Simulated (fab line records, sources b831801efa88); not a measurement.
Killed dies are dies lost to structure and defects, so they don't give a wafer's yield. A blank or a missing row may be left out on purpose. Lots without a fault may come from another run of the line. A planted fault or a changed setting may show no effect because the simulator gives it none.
A struck lot beside a sound one | flow sky130 | 21 steps out of a route of 708
Sound: wafers L337.1, L337.3, L337.6. Struck: wafers L353.2, L353.4, L353.6. The cause comes at the end.
At each step with rows: each side's tool, then ch and its chambers, then its first start. Under that, the readings that differ: sound wafers | struck wafers | difference of the means | sigmas: that difference in standard deviations of wafers without a fault.
alike: readings whose means differ by less than 2 such deviations, and words and numbers that are the same on both sides. not compared: withheld readings, readings that some wafer has no value for, bounds like >300 that may hide the same value, and numbers for which the record gives no deviation and whose values overlap.
The two part at a step that has a row with sigmas, a row that says differs or no value, or rows on one side only. Numbers that don't overlap but have no deviation are shown without sigmas and don't part them. A reading that every wafer of one side lacks parts them only if that side has two wafers or more.

first, 4 steps without rows for these wafers: SKY_VT_ADJUST_HVTP_SOFTBAKE_03 (time 60 s); SKY_VT_ADJUST_HVTP_EXPOSE_04 (exposes mask HVTPM, target cd 380 nm); SKY_VT_ADJUST_HVTP_PEB_05; SKY_VT_ADJUST_HVTP_DEVELOP_06 (develop time 60 s).
SKY_VT_ADJUST_HVTP_CD_MEAS_07: target cd 380 nm.
  sound on cd_sem-02, day 7 09:50; struck on cd_sem-01, day 11 17:30
  alike: cd_nm
SKY_VT_ADJUST_HVTP_OVL_MEAS_08:
  sound on overlay-01, day 7 09:57; struck on overlay-02, day 11 17:37
  alike: VT_ADJUST_HVTP_OVL
then, 1 step without rows for these wafers: SKY_VT_ADJUST_HVTP_IMPLANT_09.
SKY_VT_ADJUST_HVTP_STRIP_10: strips in O2/N2.
  sound on plasma_asher-02 ch 0,1, day 7 10:08; struck on plasma_asher-01 ch 0,1, day 11 17:47
  reading                      | sound             | struck            | difference | sigmas
  strip_time_to_endpoint_s (s) | 14.12 14.17 14.14 | 14.19 14.24 14.23 | +0.08      | +2
  alike: drypump_motor_current_A, oes_product_au
  not compared: rf_hours_counter_h
SKY_VT_ADJUST_HVTP_TW_MEAS_11:
  sound on film_metro-03, day 7 10:14; struck on film_metro-01, day 11 17:54
  reading           | sound          | struck         | difference | sigmas
  VT_ADJUST_HVTP_TW | 1382 1377 1378 | 1335 1330 1332 | -47        | -2
then, 3 steps without rows for these wafers: SKY_VT_ADJUST_LVTN_DEHYDRATE_00 (time 60 s); SKY_VT_ADJUST_LVTN_HMDS_01 (prime time 60 s); SKY_VT_ADJUST_LVTN_COAT_02 (resist thk 3000 nm).
SKY_VT_ADJUST_LVTN_SOFTBAKE_03:
  sound on litho_track-04 ch 0, day 7 20:17; struck on litho_track-04 ch 0, day 12 06:01
  reading                  | sound                | struck               | difference | sigmas
  heater_power_total_W (W) | 65.15 65.33 65.58    | 58.49 58.38 58.44    | -6.92      | -53
  plate_temp_C (C)         | 110.16 109.92 109.91 | 101.44 101.41 101.44 | -8.57      | -66
then, 2 steps without rows for these wafers: SKY_VT_ADJUST_LVTN_EXPOSE_04 (exposes mask NWM COMPLEMENT LESS NATIVE, target cd 840 nm); SKY_VT_ADJUST_LVTN_PEB_05.
SKY_VT_ADJUST_LVTN_DEVELOP_06: develop time 60 s.
  sound on litho_track-04 ch 0; struck on litho_track-03 ch 0
  reading                                          | sound          | struck         | difference | sigmas
  model.coat_of_VT_ADJUST_LVTN_COAT_02.thk_nm (nm) | 2991 2988 2991 | 3072 3076 3057 | +78        |
SKY_VT_ADJUST_LVTN_OVL_MEAS_07:
  sound on overlay-01, day 8 07:29; struck on overlay-01, day 12 18:19
  alike: VT_ADJUST_LVTN_OVL
then, 1 step without rows for these wafers: SKY_VT_ADJUST_LVTN_IMPLANT_08.
SKY_VT_ADJUST_LVTN_STRIP_09: strips in O2/N2.
  sound on plasma_asher-03 ch 0,1, day 8 07:40; struck on plasma_asher-02 ch 0,1, day 12 18:29
  reading                      | sound             | struck            | difference | sigmas
  strip_time_to_endpoint_s (s) | 36.86 36.82 36.87 | 37.76 37.83 37.58 | +0.87      | +9
  alike: drypump_motor_current_A, oes_product_au
  not compared: rf_hours_counter_h
SKY_VT_ADJUST_LVTN_TW_MEAS_10:
  sound on film_metro-03, day 8 07:46; struck on film_metro-04, day 12 18:36
  alike: VT_ADJUST_LVTN_TW
-- the record jumps here: 38 days lie between the struck wafers' starts before and after (it left off in module VT_ADJUST_LVTN and takes up again in module PAD_OPEN, whose first step shown is number 708 of the route) --
SKY_PAD_OPEN_PROBE_99:
  sound on prober-02, day 47 09:51; struck on prober-01, day 51 00:51
  alike: killed_at_M0_to_M3, killed_at_M4_up, killed_at_contacts, killed_at_front_end, killed_at_other, killed_dies, killed_open, killed_short

WHERE THEY PART
First at SKY_VT_ADJUST_HVTP_STRIP_10; last, within this record, at SKY_VT_ADJUST_LVTN_STRIP_09. Later steps at which nothing parts them and some readings are alike: SKY_VT_ADJUST_LVTN_TW_MEAS_10, SKY_PAD_OPEN_PROBE_99.

WHY: what the simulator had put in
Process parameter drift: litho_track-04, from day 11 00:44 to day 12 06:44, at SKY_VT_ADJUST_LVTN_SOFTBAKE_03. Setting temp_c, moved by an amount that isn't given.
